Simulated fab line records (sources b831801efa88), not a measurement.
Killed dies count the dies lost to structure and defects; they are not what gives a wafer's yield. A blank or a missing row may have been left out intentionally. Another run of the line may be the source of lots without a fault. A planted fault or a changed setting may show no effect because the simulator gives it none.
Comparing a struck lot with a sound one / flow sky130 / 23 steps out of a route of 708
Sound: the wafers L380.1, L380.2, L380.5. Struck: wafers L377.3, L377.4, L377.6. At the end, the cause is stated.
Order at every step that has rows: each side's tool, ch and its chambers, its first start. Under that, the readings that differ: sound wafers / struck wafers / difference of the means / sigmas: that difference in standard deviations of wafers without a fault.
alike: a reading whose means differ by less than 2 such deviations, as well as words and numbers matching on both sides. not compared: withheld readings; readings where some wafer has no value; bounds like >300 that might hide an equal value; numbers whose values overlap and for which the record gives no deviation.
A row with sigmas, a row that says differs or no value, or rows on one side alone: a step with any of these is where the two part. Non-overlapping numbers with no deviation appear without sigmas and do not part them. Lack of a reading on every wafer of one side parts them only where that side has two or more wafers.

first, 8 steps without rows for these wafers: SKY_LDD_N_IMPLANT_08; SKY_LDD_N_IMPLANT_09; SKY_LDD_N_IMPLANT_10; SKY_LDD_N_IMPLANT_11; SKY_LDD_N_IMPLANT_12; SKY_LDD_N_IMPLANT_13; SKY_LDD_N_IMPLANT_14; SKY_LDD_N_IMPLANT_15.
SKY_LDD_N_STRIP_16: strips in O2/N2.
  sound on plasmaAsher-02 ch 0,1, day 24 20:21; struck on plasmaAsher-02 ch 0,1, day 23 19:44
  alike: drypumpMotorCurrentA, oesProductAu, stripTimeToEndpointS
  not compared: rfHoursCounterH
SKY_LDD_N_TW_MEAS_17:
  sound: filmMetro-03 at day 24 20:27; struck: filmMetro-04 at day 23 19:49
reading=LDD_N_TW; sound=2639 2656 2639; struck=2564 2556 2564; difference=-83; sigmas=-2
then, 2 steps without rows for these wafers: SKY_LDD_P_DEHYDRATE_00 (time 60 s); SKY_LDD_P_HMDS_01 (prime time 60 s).
SKY_LDD_P_COAT_02: resist thk 1140 nm.
  sound on lithoTrack-01 ch 0, day 25 11:04; struck on lithoTrack-03 ch 0, day 24 09:52
reading=model.NOVOLAK_of_LDD_P_COAT_02.thkNm (nm); sound=1142 1145 1143; struck=1273 1265 1266; difference=+125; sigmas=
then, 3 steps without rows for these wafers: SKY_LDD_P_SOFTBAKE_03 (time 60 s); SKY_LDD_P_EXPOSE_04 (exposes mask PSDM, target cd 380 nm); SKY_LDD_P_PEB_05.
SKY_LDD_P_DEVELOP_06: develop time 60 s.
  sound on lithoTrack-02 ch 0, day 26 01:00; struck on lithoTrack-03 ch 0, day 25 00:43
reading=model.NOVOLAK_of_LDD_P_COAT_02.thkNm (nm); sound=1141 1144 1142; struck=1272 1265 1265; difference=+125; sigmas=
SKY_LDD_P_CD_MEAS_07 targets a cd of 380 nm.
  sound: cdSem-02 at day 26 01:09; struck: cdSem-02 at day 25 00:51
reading=cdNm (nm); sound=380.5 379.8 381.9; struck=370.4 371.1 370.0; difference=-10.2; sigmas=-4
SKY_LDD_P_OVL_MEAS_08:
  sound: overlay-02 at day 26 01:16; struck: overlay-02 at day 25 00:56
  alike: LDD_P_OVL
following that, these wafers have no rows for 1 step: SKY_LDD_P_IMPLANT_09.
SKY_LDD_P_STRIP_10: strips in O2/N2.
  sound on plasmaAsher-01 ch 0,1, day 26 01:28; struck on plasmaAsher-02 ch 0,1, day 25 01:09
reading=stripTimeToEndpointS (s); sound=14.19 14.23 14.23; struck=15.65 15.59 15.57; difference=+1.39; sigmas=+41
  alike: drypumpMotorCurrentA, oesProductAu
  not compared: rfHoursCounterH
SKY_LDD_P_TW_MEAS_11:
  sound: filmMetro-04 at day 26 01:34; struck: filmMetro-02 at day 25 01:14
reading=LDD_P_TW; sound=632 628 628; struck=645 644 643; difference=+15; sigmas=+2
following that, these wafers have no rows for 1 step: SKY_PAD_OPEN_PROBE_99.

== WHERE THEY PART ==
Earliest at SKY_LDD_N_TW_MEAS_17; latest, in this record, at SKY_LDD_P_TW_MEAS_11.

WHY: whatever the simulator had introduced
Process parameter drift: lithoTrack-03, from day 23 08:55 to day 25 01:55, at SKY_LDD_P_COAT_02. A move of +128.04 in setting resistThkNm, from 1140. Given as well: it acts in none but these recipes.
